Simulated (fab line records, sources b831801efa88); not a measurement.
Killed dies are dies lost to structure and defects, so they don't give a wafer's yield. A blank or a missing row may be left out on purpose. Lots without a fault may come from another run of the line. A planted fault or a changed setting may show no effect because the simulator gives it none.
A struck lot beside a sound one | flow sky130 | 16 steps out of a route of 708
Sound: wafers L235.2, L235.3, L235.4. Struck: wafers L239.1, L239.2, L239.4. The cause comes at the end.
At each step with rows: each side's tool, then ch and its chambers, then its first start. Under that, the readings that differ: sound wafers | struck wafers | difference of the means | sigmas: that difference in standard deviations of wafers without a fault.
alike: readings whose means differ by less than 2 such deviations, and words and numbers that are the same on both sides. not compared: withheld readings, readings that some wafer has no value for, bounds like >300 that may hide the same value, and numbers for which the record gives no deviation and whose values overlap.
The two part at a step that has a row with sigmas, a row that says differs or no value, or rows on one side only. Numbers that don't overlap but have no deviation are shown without sigmas and don't part them. A reading that every wafer of one side lacks parts them only if that side has two wafers or more.

SKY_FIELD_ISO_STRIP_16: strips in O2/N2.
  sound on plasma_asher-04 ch 0,1, day 3 09:21; struck on plasma_asher-02 ch 0,1, day 4 05:04
  alike: drypump_motor_current_A, n2_flow_sccm, oes_product_au, strip_time_to_endpoint_s
  not compared: rf_hours_counter_h
SKY_FIELD_ISO_ETCH_17: etches Si in HBr/Cl2/O2, target depth 342 nm, time 97.7 s.
  sound on rie_si-02 ch 0,1,3, day 3 09:27; struck on rie_si-02 ch 0,1,3, day 4 05:10
  alike: HBr_flow_sccm, O2_flow_sccm, bias_w, drypump_motor_current_A, oes_product_au, rf_hours_counter_h, throttle_valve_pct
then, 5 steps without rows for these wafers: SKY_FIELD_ISO_WET_ETCH_18 (etches Si3N4 in H3PO4, target depth 25 nm, time 286 s); SKY_FIELD_ISO_CLEAN_19 (cleans in SC1/SC2, time 150 s); SKY_FIELD_ISO_CLEAN_20 (cleans in dHF, time 20 s); SKY_FIELD_ISO_WET_ETCH_21 (etches SiO2 in dHF, target depth 20 nm, time 400 s); SKY_FIELD_ISO_OXIDATION_22 (stabilise 600 s, purge 300 s, target thk 10 nm).
SKY_FIELD_ISO_THK_MEAS_23:
  sound on film_metro-02, day 3 12:44; struck on film_metro-01, day 4 06:53
  alike: FIELD_ISO_OXIDATION_01_THK
then, 1 step without rows for these wafers: SKY_FIELD_ISO_CVD_24 (deposits SiO2, target thk 595 nm, time 99.2 s).
SKY_FIELD_ISO_THK_MEAS_25:
  sound on film_metro-01, day 3 12:52; struck on film_metro-02, day 4 07:02
  alike: FIELD_ISO_CVD_24_THK
then, 1 step without rows for these wafers: SKY_FIELD_ISO_ANNEAL_26 (time 1800 s).
SKY_FIELD_ISO_CMP_27: polishes, stops on Si3N4, t overpolish 16 s, target thk 457.8 nm.
  sound on cmp-01 ch 1,2,3, day 3 15:07; struck on cmp-02 ch 0,2,3, day 4 08:36
  alike: motor_current_A, overpolish_run_s, time_to_endpoint_s
SKY_FIELD_ISO_WET_ETCH_28: etches SiO2 in dHF, target depth 23.7 nm, time 47 s.
  sound on wet_bench-04 ch 1, day 3 15:22; struck on wet_bench-02 ch 3, day 4 08:54
  no value came back on the struck wafers for bath_heat_duty_pct (%), run_length_s (s); on the sound wafers bath_heat_duty_pct (%) reads 7.1 6.9 7.4
  reading                                    | sound             | struck            | difference | sigmas
  model.SiO2_of_FIELD_ISO_CVD_24.thk_nm (nm) | 434.5 434.7 434.4 | 457.8 457.3 457.4 | +23.0      |
then, 1 step without rows for these wafers: SKY_FIELD_ISO_WET_ETCH_29 (etches Si3N4 in H3PO4, target depth 160 nm, time 1825 s).
SKY_FIELD_ISO_WET_ETCH_30: etches SiO2 in dHF, target depth 25 nm, time 50 s.
  sound on wet_bench-03 ch 1, day 3 15:54; struck on wet_bench-03 ch 2, day 4 09:58
  reading                                    | sound             | struck            | difference | sigmas
  bath_heat_duty_pct (%)                     | 5.7 5.6 6.2       | 7.0 7.9 6.8       | +1.4       | +2
  run_length_s (s)                           | 75 75 75          | 82 82 82          | +7         | +2
  model.SiO2_of_FIELD_ISO_CVD_24.thk_nm (nm) | 405.5 405.6 405.5 | 428.2 427.6 427.9 | +22.4      |
-- the record jumps here: 44 days lie between the struck wafers' starts before and after (it left off in module FIELD_ISO and takes up again in module PAD_OPEN, whose first step shown is number 708 of the route) --
SKY_PAD_OPEN_PROBE_99:
  sound on prober-01, day 47 04:58; struck on prober-01, day 47 22:35
  reading             | sound    | struck      | difference | sigmas
  killed_at_front_end | 19 16 9  | 417 407 403 | +394       | +86
  killed_dies         | 69 86 66 | 492 492 492 | +418       | +44
  killed_on_rim       | 15 17 11 | 96 96 96    | +82        | +21
  killed_open         | 33 48 43 | 59 52 60    | +16        | +2
  alike: killed_at_M0_to_M3, killed_at_M4_up, killed_at_contacts, killed_at_other, killed_short

WHERE THEY PART
First at SKY_FIELD_ISO_WET_ETCH_28; last, within this record, at SKY_PAD_OPEN_PROBE_99.

WHY: what the simulator had put in
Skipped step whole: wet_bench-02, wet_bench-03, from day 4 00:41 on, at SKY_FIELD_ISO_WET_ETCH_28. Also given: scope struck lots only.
